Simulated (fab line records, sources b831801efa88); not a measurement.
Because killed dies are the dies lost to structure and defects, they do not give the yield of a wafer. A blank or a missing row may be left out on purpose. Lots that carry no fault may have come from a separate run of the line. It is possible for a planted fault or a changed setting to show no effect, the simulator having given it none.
What tool caused it?    flow gf180mcu    13 lots, 39 wafers sampled, at 5 steps of a route of 602

WHAT THE GAUGES READ, wafer by wafer
GF_STI_THK_MEAS_04.
lot   measured     on             STI_CVD_03_THK (nm)
L673  day 1 23:34  film_metro-01  208.7 207.0 208.8
L674  day 2 04:35  film_metro-03  206.2 207.6 206.7
L675  day 2 11:34  film_metro-02  206.7 205.5 205.7
L676  day 2 17:07  film_metro-03  204.8 205.6 202.8
L679  day 3 07:24  film_metro-02  206.8 206.9 207.5
L680  day 3 13:01  film_metro-03  207.3 208.4 206.7
L681  day 3 17:12  film_metro-01  208.7 208.8 207.7
L682  day 3 21:34  film_metro-03  210.1 211.5 211.4
L690  day 5 12:35  film_metro-02  208.5 209.3 208.4
L691  day 5 17:35  film_metro-02  207.0 205.3 207.0
L692  day 5 22:34  film_metro-02  205.0 206.9 203.5
L693  day 6 04:02  film_metro-01  207.6 207.3 206.7
L694  day 6 08:41  film_metro-03  208.3 208.3 210.3

GF_VT_IMPLANT_OVL_MEAS_18.
lot   measured      on          VT_IMPLANT_01_OVL (nm)
L673  day 6 19:00   overlay-01  -1.9 -0.8 -0.6
L674  day 6 22:54   overlay-02  -0.8 -1.4 -1.3
L675  day 7 09:13   overlay-01  -0.7 -1.8 -1.3
L676  day 7 19:41   overlay-02  0.9 0.8 -1.3
L679  day 8 09:05   overlay-02  -0.4 -0.4 1.0
L680  day 8 17:32   overlay-02  -0.7 0.9 0.3
L681  day 8 21:02   overlay-02  -0.6 0.0 -2.2
L682  day 9 03:42   overlay-02  2.0 1.8 1.8
L690  day 11 04:54  overlay-02  -2.0 0.3 -1.4
L691  day 11 12:31  overlay-01  -0.9 0.2 0.3
L692  day 11 19:04  overlay-02  -0.3 -3.0 -2.0
L693  day 12 02:09  overlay-01  -0.9 -0.2 -1.6
L694  day 12 07:23  overlay-01  0.7 2.4 3.0

GF_VT_IMPLANT_TW_MEAS_32.
lot   measured      on             VT_IMPLANT_3_TW
L673  day 7 13:08   film_metro-01  266.5 268.1 268.2
L674  day 7 14:15   film_metro-04  268.3 269.3 267.8
L675  day 8 01:35   film_metro-01  267.7 267.2 268.4
L676  day 8 13:23   film_metro-03  264.7 265.6 266.4
L679  day 9 02:56   film_metro-01  266.1 266.2 267.2
L680  day 9 10:43   film_metro-03  326.6 327.7 326.9
L681  day 9 14:16   film_metro-01  267.5 266.1 266.3
L682  day 9 21:35   film_metro-01  329.3 328.9 328.4
L690  day 12 01:01  film_metro-01  327.3 327.9 327.5
L691  day 12 08:00  film_metro-03  265.5 265.4 266.6
L692  day 12 14:38  film_metro-01  268.5 267.9 266.9
L693  day 12 21:56  film_metro-04  267.0 266.1 266.1
L694  day 13 03:35  film_metro-03  264.8 263.5 264.3

EACH LOT AND THE TOOL THAT RAN IT (in order: tool; ch and the chambers of the sampled wafers; start)
lot   GF_VT_IMPLANT_STRIP_20                GF_VT_IMPLANT_IMPLANT_30
L673  plasma_asher-02 ch 0,1, day 6 19:11   implanter-01 ch 0, day 7 12:54
L674  plasma_asher-02 ch 0,1, day 6 23:07   implanter-02 ch 0, day 7 14:02
L675  plasma_asher-04 ch 0,1, day 7 09:24   implanter-04 ch 0, day 8 01:20
L676  plasma_asher-02 ch 0,1, day 7 20:00   implanter-01 ch 0, day 8 13:10
L679  plasma_asher-03 ch 0,1, day 8 09:16   implanter-02 ch 0, day 9 02:41
L680  plasma_asher-03 ch 0,1, day 8 17:43   implanter-04 ch 0, day 9 10:08
L681  plasma_asher-02 ch 0,1, day 8 21:14   implanter-04 ch 0, day 9 14:01
L682  plasma_asher-02 ch 0,1, day 9 03:55   implanter-02 ch 0, day 9 20:56
L690  plasma_asher-02 ch 0,1, day 11 05:07  implanter-01 ch 0, day 12 00:29
L691  plasma_asher-03 ch 0,1, day 11 12:43  implanter-02 ch 0, day 12 07:48
L692  plasma_asher-03 ch 0, day 11 19:14    implanter-02 ch 0, day 12 14:24
L693  plasma_asher-02 ch 0,1, day 12 02:22  implanter-01 ch 0, day 12 21:43
L694  plasma_asher-03 ch 1, day 12 07:34    implanter-02 ch 0, day 13 03:21
- GF_VT_IMPLANT_STRIP_20: strips in O2/N2.
- GF_VT_IMPLANT_IMPLANT_30

AS READ BY THE TOOLS THEMSELVES (means over the sampled wafers that have a number; for cases with no such wafer, the mark the record gives instead)
GF_VT_IMPLANT_STRIP_20.
lot   tool             drypump_motor_current_A (A)  heater_power_w (W)  oes_product_au (a.u.)  strip_time_to_endpoint_s (s)
L673  plasma_asher-02  5.47                         319                 0.714                  12.58
L674  plasma_asher-02  5.38                         313                 0.712                  12.62
L675  plasma_asher-04  5.85                         323                 0.714                  12.58
L676  plasma_asher-02  5.39                         316                 0.716                  12.58
L679  plasma_asher-03  5.92                         353                 0.716                  12.60
L680  plasma_asher-03  5.91                         348                 0.711                  12.63
L681  plasma_asher-02  5.47                         322                 0.715                  12.60
L682  plasma_asher-02  5.45                         325                 0.713                  12.66
L690  plasma_asher-02  5.47                         321                 0.716                  12.65
L691  plasma_asher-03  5.89                         344                 0.717                  12.61
L692  plasma_asher-03  5.90                         366                 0.715                  12.68
L693  plasma_asher-02  5.47                         322                 0.724                  12.59
L694  plasma_asher-03  5.91                         340                 0.717                  12.63

GF_VT_IMPLANT_IMPLANT_30.
lot   tool          beam_energy_keV
L673  implanter-01  24.998
L674  implanter-02  25.001
L675  implanter-04  24.997
L676  implanter-01  25.000
L679  implanter-02  25.006
L680  implanter-04  25.000
L681  implanter-04  25.012
L682  implanter-02  25.005
L690  implanter-01  25.001
L691  implanter-02  25.002
L692  implanter-02  25.010
L693  implanter-01  24.996
L694  implanter-02  25.003

THE ANSWER, worked out from the rows above alone
Rule: usual is defined by the lots themselves. Put in order of their means at a reading, lots are off if they are a third of the lots or fewer, leave a main group of 4 or more, and stand apart from it by a gap of 3 or more times the standard deviation of the main group's means; of several such gaps the widest counts. A main group whose means are all the same, to the digits that the tables above print for the reading, isn't used. Also off: a lot with no number at a reading for which 4 or more lots have one. Any other lot the step has rows for is counted as sound. After the gauges, taken in route order, come the tools' own readings; for these a lot's mean is taken, as printed above. At the first step where some lot is off, the reading lying furthest off is the one used; lots without a number count as furthest.
Off: L680, L682, L690, seen at GF_VT_IMPLANT_TW_MEAS_32 (VT_IMPLANT_3_TW). The main group: mean 266.7, standard deviation 1.2.
If a tool, at a process step before that reading, ran all the lots that are off and no sound lot after the first of them, it fits. Those tools and the gauges at GF_VT_IMPLANT_TW_MEAS_32 are tried in the same way. Not one of the candidates tried fits.

WHAT HAD BEEN PUT IN BY THE SIMULATOR
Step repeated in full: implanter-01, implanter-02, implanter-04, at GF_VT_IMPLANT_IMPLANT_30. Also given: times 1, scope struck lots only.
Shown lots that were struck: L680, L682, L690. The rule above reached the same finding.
